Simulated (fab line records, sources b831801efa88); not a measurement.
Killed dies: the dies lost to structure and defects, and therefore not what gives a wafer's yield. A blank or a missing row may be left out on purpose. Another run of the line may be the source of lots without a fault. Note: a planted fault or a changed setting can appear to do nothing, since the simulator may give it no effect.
A single fault, viewed from 2 desks / flow sfq_line / what lay behind the numbers comes last; until then each desk has only its own

## DESK OF THE TOOL OWNER: litho_track-02
The tool's own readings at SFQ_TRILAYER_I4_VIA_LITHO_COAT_108 (resist thk 62 nm): means of the sampled wafers that have a number, for each lot that ran on this tool. If a lot's mean is further than 4 standard deviations from the usual mean, the lot is out of limits and carries the mark OUT (the distance appears in the brackets).
Columns: A = chill_plate_temp_C at SFQ_TRILAYER_I4_VIA_LITHO_COAT_108, usual 22.99 C
lot=L554; first seen here=day 37 01:32; A=23.14
lot=L561; first seen here=day 47 00:49; A=23.06
lot=L562; first seen here=day 47 06:34; A=22.87
lot=L571; first seen here=day 51 20:56; A=23.00
lot=L573; first seen here=day 52 00:53; A=23.07
This desk's finding: nothing out of limits on any of the 5 lots.

## AT THE METROLOGY DESK
Lot by lot, what the gauges showed, no matter which tool ran the lot: averages of those sampled wafers that carry a number. If a lot's mean is further than 4 standard deviations from the usual mean, the lot is out of limits and carries the mark OUT (the distance appears in the brackets).
Columns: A = M8_BOW at SFQ_M8_BOW_MEAS_951, usual 9 um
lot=L554; first seen here=day 81 12:22; A=11
lot=L555; first seen here=day 83 16:52; A=2
lot=L556; first seen here=day 84 04:03; A=14
lot=L557; first seen here=day 84 15:53; A=3
lot=L559; first seen here=day 85 00:14; A=9
lot=L560; first seen here=day 85 03:50; A=8
lot=L561; first seen here=day 85 07:28; A=4
lot=L562; first seen here=day 85 09:50; A=4
lot=L563; first seen here=day 85 12:14; A=2
lot=L564; first seen here=day 85 14:40; A=22
lot=L571; first seen here=day 86 17:14; A=18
lot=L573; first seen here=day 86 23:02; A=2
lot=L575; first seen here=day 87 06:16; A=3
lot=L576; first seen here=day 87 12:15; A=6
This desk's finding: nothing out of limits on any of the 14 lots.

## BROUGHT TOGETHER
Nothing out of limits was seen by the tool owner's desk.
From the metrology desk's view, nothing was out of limits.

## WHAT WAS PUT IN BY THE SIMULATOR
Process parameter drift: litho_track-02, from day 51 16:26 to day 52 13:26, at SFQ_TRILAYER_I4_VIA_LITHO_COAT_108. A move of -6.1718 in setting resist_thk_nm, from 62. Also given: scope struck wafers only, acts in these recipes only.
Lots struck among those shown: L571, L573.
